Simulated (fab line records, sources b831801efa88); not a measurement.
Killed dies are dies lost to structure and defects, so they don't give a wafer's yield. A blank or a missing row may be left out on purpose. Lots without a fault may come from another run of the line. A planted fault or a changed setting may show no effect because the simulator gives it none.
Split-lot experiment | flow sfq_line | 5 lots, 23 wafers read, on a route of 325 steps

THE SPLIT
At SFQ_TRILAYER_M4_ETCH_METAL_ETCH_096 (etches Nb in Cl2/Ar, stops on SiO2, target depth 240 nm, time 120 s), the setting time_s was moved away from the recipe's 120 s on 10 of the 23 wafers read, by -9.3% to +14.7%. The other wafers ran this setting at the recipe's value.

The reading is taken at the split's own step.

THE READING
KrF_of_TRILAYER_M4_LITHO_COAT_093.thk_nm (the simulator's own value, which no gauge read), in nm, at SFQ_TRILAYER_M4_ETCH_METAL_ETCH_096 (etches Nb in Cl2/Ar, stops on SiO2, target depth 240 nm, time 120 s). The file gives no usual value for it. The 13 wafers here that ran the recipe average 380.0 nm, standard deviation 2.9 nm.

wafer  | tool, chamber at the split | time_s as run, s | against the recipe | KrF_of_TRILAYER_M4_LITHO_COAT_093.thk_nm, nm | against lot-mates on the recipe
L074.1 | rie_metal-03, 1            | 108.8            | -9.3%              | 390.5                                        | +11.8
L074.2 | rie_metal-03, 0            | 120              | recipe             | 380                                          | -
L074.4 | rie_metal-03, 0            | 108.8            | -9.3%              | 396.4                                        | +17.7
L074.5 | rie_metal-03, 1            | 120              | recipe             | 375.3                                        | -
L074.6 | rie_metal-03, 0            | 120              | recipe             | 380.9                                        | -
L075.1 | rie_metal-02, 0            | 120              | recipe             | 376.9                                        | -
L075.3 | rie_metal-02, 0            | 120              | recipe             | 376.9                                        | -
L075.5 | rie_metal-02, 1            | 120              | recipe             | 379.4                                        | -
L077.2 | rie_metal-03, 1            | 137.6            | +14.7%             | 355                                          | -25.5
L077.3 | rie_metal-03, 1            | 137.6            | +14.7%             | 354.4                                        | -26.1
L077.4 | rie_metal-03, 0            | 137.6            | +14.7%             | 362.7                                        | -17.8
L077.5 | rie_metal-03, 0            | 120              | recipe             | 383.4                                        | -
L077.6 | rie_metal-03, 1            | 120              | recipe             | 377.7                                        | -
L078.2 | rie_metal-02, 1            | 131.9            | +9.9%              | 369.6                                        | -13.7
L078.3 | rie_metal-02, 1            | 131.9            | +9.9%              | 367.8                                        | -15.5
L078.4 | rie_metal-02, 1            | 120              | recipe             | 384.1                                        | -
L078.5 | rie_metal-02, 1            | 120              | recipe             | 382.1                                        | -
L078.6 | rie_metal-02, 1            | 120              | recipe             | 383.7                                        | -
L082.1 | rie_metal-04, 1            | 111.6            | -7.0%              | 395.2                                        | +15.4
L082.2 | rie_metal-04, 0            | 111.6            | -7.0%              | 387.8                                        | +8.0
L082.3 | rie_metal-04, 1            | 120              | recipe             | 382.2                                        | -
L082.4 | rie_metal-04, 0            | 111.6            | -7.0%              | 387.3                                        | +7.5
L082.6 | rie_metal-04, 0            | 120              | recipe             | 377.4                                        | -

THE FIT
A straight line over all 23 wafers: KrF_of_TRILAYER_M4_LITHO_COAT_093.thk_nm changes by -1.45 nm for each +1% of time_s; r = -0.95; the points scatter about the line by 3.3 nm.
The same after taking each lot's own level away (the mean of its wafers on the recipe; 23 wafers): -1.55 nm for each +1%; r = -0.97; scatter 2.7 nm.
On that fit, the largest move of time_s shifts the reading by 23 nm.
The lots' own levels span 377.73 to 383.30 nm, that is 2.0 times the standard deviation above.
So the lot-to-lot level changes the slope little: the two slopes agree.
Check: with one of the wafers moved furthest among these (+14.7%) left out of the fit, the line predicts -22 nm for it against its lot-mates. It came out at -25.5 nm against them.

OTHER SPLITS ON THESE WAFERS
These wafers also went through other splits before the reading. Each is held against what the fit with the lots' levels taken away leaves over:
other split on the same wafers                          | wafers away from the commonest value | r with KrF_of_TRILAYER_M4_LITHO_COAT_093.thk_nm (lot level and that fit taken away)
SFQ_TRILAYER_I2_DEP_PECVD_063 time_s                    | 5                                    | -0.07
SFQ_TRILAYER_I2_VIA_LITHO_COAT_067 spin_rpm             | 6                                    | -0.10
SFQ_TRILAYER_M3_DEP_SPUTTER_073 time_s                  | 8                                    | -0.03
SFQ_TRILAYER_M3_LITHO_COAT_080 spin_rpm                 | 9                                    | -0.26
SFQ_TRILAYER_M3_BARC_OPEN_METAL_ETCH_100 pressure_mtorr | 15                                   | +0.03
SFQ_TRILAYER_I3_VIA_LITHO_COAT_090 spin_rpm             | 11                                   | +0.21
SFQ_TRILAYER_I3_VIA_LITHO_PEB_088 peb_temp_c            | 9                                    | -0.08
SFQ_TRILAYER_I3_VIA_BARC_OPEN_VIA_ETCH_121 source_w     | 8                                    | -0.09
SFQ_TRILAYER_M4_LITHO_COAT_098 resist_thk_nm            | 11                                   | +0.16

THE FILE'S OWN FIT
KrF_of_TRILAYER_M4_LITHO_COAT_093.thk_nm changes by -1.54 nm for each +1% of time_s, r = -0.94.
